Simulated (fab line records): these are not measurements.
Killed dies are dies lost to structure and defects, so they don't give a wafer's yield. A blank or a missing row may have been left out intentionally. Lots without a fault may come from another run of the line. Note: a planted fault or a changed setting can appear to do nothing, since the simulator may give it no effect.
Matching of chambers :: flow sky130 :: SKY_VIA4_CMP_21 on cmp-02: 4 sister chambers
The step polishes, stops on SiO2, t overpolish 25 s, target thk 0 nm. 4 wafers are shown with their chamber, then 11 later ones without.

WAFERS, EACH WITH ITS CHAMBER
wafer: L089.5
chamber: 2
motorCurrentA (A): 10.5

wafer: L090.1
chamber: 1
motorCurrentA (A): 11.3

wafer: L090.2
chamber: 3
motorCurrentA (A): 12.1

wafer: L091.2
chamber: 0
motorCurrentA (A): 9.8

WAFERS WHOSE CHAMBER IS MISSING
wafer: L091.3
motorCurrentA (A): 12.4

wafer: L091.6
motorCurrentA (A): 12.1

wafer: L093.1
motorCurrentA (A): 10.3

wafer: L093.3
motorCurrentA (A): 11.6

wafer: L093.6
motorCurrentA (A): 10.2

wafer: L095.3
motorCurrentA (A): 11.7

wafer: L095.4
motorCurrentA (A): 10.4

wafer: L095.6
motorCurrentA (A): 10.5

wafer: L097.2
motorCurrentA (A): 11.4

wafer: L097.3
motorCurrentA (A): 10.1

wafer: L097.5
motorCurrentA (A): 10.3

CHAMBER TAKEN BY EACH
wafer: L091.3
from the rows above: 3
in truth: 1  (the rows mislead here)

wafer: L091.6
from the rows above: 3
in truth: 3

wafer: L093.1
from the rows above: can't be placed: 2 or 0
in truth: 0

wafer: L093.3
from the rows above: can't be placed: 1 or 3
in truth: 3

wafer: L093.6
from the rows above: can't be placed: 2 or 0
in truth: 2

wafer: L095.3
from the rows above: can't be placed: 1 or 3
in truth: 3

wafer: L095.4
from the rows above: 2
in truth: 2

wafer: L095.6
from the rows above: 2
in truth: 2

wafer: L097.2
from the rows above: 1
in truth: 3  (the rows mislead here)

wafer: L097.3
from the rows above: can't be placed: 0 or 2
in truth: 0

wafer: L097.5
from the rows above: can't be placed: 2 or 0
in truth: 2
3 of 11 placed correctly. These rows do not allow placing 6 (true chamber among the candidates in 6). Placed wrongly: 2.
How it was worked out, from the rows above alone: a wafer's distance from a chamber is the root of the sum, over the readings, of the square of ((its reading less the chamber's mean) divided by the reading's scatter). If the next closest chamber is less than 2 further off than the closest, the wafer can't be placed; otherwise it belongs to the closest. The mean given for a chamber averages the wafers shown for that chamber. The scatter (one wafer shown for each chamber): square how far every hidden wafer sits from the nearest shown wafer, average those squares and take the square root.
